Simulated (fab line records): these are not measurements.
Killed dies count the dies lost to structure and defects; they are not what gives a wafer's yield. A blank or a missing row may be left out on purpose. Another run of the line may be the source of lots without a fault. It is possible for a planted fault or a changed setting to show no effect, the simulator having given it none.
A single fault, viewed from 2 desks | flow sky130 | every desk sees just its own numbers, and what lay behind them comes last

DESK OF THE TOOL OWNER: hdpcvd-02
The tool's own readings at SKY_VIA1_HDPCVD_00 (deposits SiO2, target thk 1030 nm, time 171.7 s): means of the sampled wafers that have a number, for each lot that ran on this tool. The brackets show how far a lot's mean lies from the usual mean; more than 4 standard deviations puts the lot out of limits, marked OUT.
Columns: A = sih4_flow_sccm at SKY_VIA1_HDPCVD_00, usual 60.02 sccm
lot  | first seen here | A
L550 | day 32 19:45    | 60.05
L553 | day 33 23:07    | 60.04
L557 | day 35 01:44    | 57.13 (-15) OUT
L567 | day 39 01:08    | 59.91
L570 | day 39 19:50    | 60.06
L572 | day 41 10:50    | 60.05
This desk finds L557 out of limits, L557 being first, at day 35 01:44 (sih4_flow_sccm at SKY_VIA1_HDPCVD_00). L550, L553, L567, L570, L572 stayed within limits.

FROM THE METROLOGY DESK
What the gauges read for every lot (on any tool): the sampled wafers with a number, averaged. The brackets show how far a lot's mean lies from the usual mean; more than 4 standard deviations puts the lot out of limits, marked OUT.
Columns: A = METAL1_ALCU_RS at SKY_METAL1_RS_MEAS_05, usual 0.1263 ohm/sq; B = cd_nm at SKY_METAL1_CD_MEAS_15, usual 140.2 nm; C = VIA1_HDPCVD_THK at SKY_VIA1_THK_MEAS_01, usual 1031 nm
lot  | first seen here | A      | B     | C
L550 | day 31 15:49    | 0.1242 | 141.5 | 1028
L553 | day 32 19:13    | 0.1273 | 140.6 | 1032
L557 | day 33 21:59    | 0.1276 | 138.8 | 982 (-4.9) OUT
L558 | day 34 09:16    | 0.1255 | 140.2 | 1031
L566 | day 37 15:05    | 0.1270 | 138.8 | 1023
L567 | day 37 23:07    | 0.1258 | 139.3 | 1038
L568 | day 38 04:10    | 0.1266 | 142.4 | 1023
L570 | day 38 17:44    | 0.1279 | 140.0 | 1044
L569 | day 38 18:26    | 0.1264 | 140.0 | 1036
L571 | day 38 19:32    | 0.1269 | 140.4 | 1026
L572 | day 40 09:01    | 0.1257 | 141.0 | 1053
This desk's result: L557 out of limits, first on L557 (VIA1_HDPCVD_THK at SKY_VIA1_THK_MEAS_01), day 35 01:52. L550, L553, L558, L566, L567, L568, L570, L569, L571, L572 stayed within limits.

PUT TOGETHER
An alarm could have come from the tool owner's desk at day 35 01:44, on L557.
Metrology desk: alarm possible at day 35 01:52 on L557.
The lots listed all ran SKY_VIA1_HDPCVD_00 on hdpcvd-02.

WHAT THE SIMULATOR HAD INSERTED
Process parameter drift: hdpcvd-02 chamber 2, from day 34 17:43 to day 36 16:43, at SKY_VIA1_HDPCVD_00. Setting sih4_flow_sccm, moved by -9, from 60. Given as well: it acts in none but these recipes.
Lots struck among those shown: L557.
Delay (hours) between the fault's onset and each desk's first out-of-limits reading: 8 at the tool owner's desk, 8 at the metrology desk.
